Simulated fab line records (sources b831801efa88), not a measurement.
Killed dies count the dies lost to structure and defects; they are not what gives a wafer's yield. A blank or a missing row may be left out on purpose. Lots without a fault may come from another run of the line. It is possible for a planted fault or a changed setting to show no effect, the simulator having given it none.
Chamber matching    flow gf180mcu    cmp-01 running GF_STI_CMP_25: 4 sister chambers
The step polishes, stops on Si3N4, t overpolish 33 s, target thk 524.6 nm. 8 wafers are shown with their chamber, then 8 later ones without.

## WAFERS, EACH WITH ITS CHAMBER
wafer   chamber  motor-current-A (A)  time-to-endpoint-s (s)
L517.5  2        12.1                 125
L518.4  0        11.2                 121
L518.6  2        11.1                 126
L520.2  1        12.8                 123
L520.6  1        12.8                 119
L521.1  3        13.0                 127
L521.2  0        11.9                 131
L521.5  3        13.2                 129

## WAFERS WITHOUT THEIR CHAMBER
wafer   motor-current-A (A)  time-to-endpoint-s (s)
L525.3  11.8                 121
L525.5  13.6                 121
L534.2  12.0                 125
L534.4  12.6                 124
L534.5  12.5                 127
L535.3  12.2                 122
L535.4  13.5                 126
L535.5  11.7                 125

## EACH ONE'S CHAMBER
wafer   from the rows above                in truth
L525.3  can't be placed: 2 or 0 or 1       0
L525.5  can't be placed: 1 or 3            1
L534.2  can't be placed: 2 or 0 or 1 or 3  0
L534.4  can't be placed: 1 or 3 or 2 or 0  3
L534.5  can't be placed: 3 or 1 or 2 or 0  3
L535.3  can't be placed: 1 or 2 or 0 or 3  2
L535.4  can't be placed: 3 or 1            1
L535.5  can't be placed: 2 or 0            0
Correctly placed: 0 of 8. Can't be placed from these rows: 8 (the true chamber is among the candidates in 8). Placed wrongly: 0.
How it was worked out, from the rows above alone: a wafer's distance from a chamber is the root of the sum, over the readings, of the square of ((its reading less the chamber's mean) divided by the reading's scatter). The wafer belongs to the nearest chamber; if the next one is less than 2 further off, it can't be placed. For every chamber, the mean is computed from those of its wafers that are shown. The scatter: the root of (the sum of the squares of (reading less its chamber's mean) over the shown wafers, divided by (wafers less chambers)).
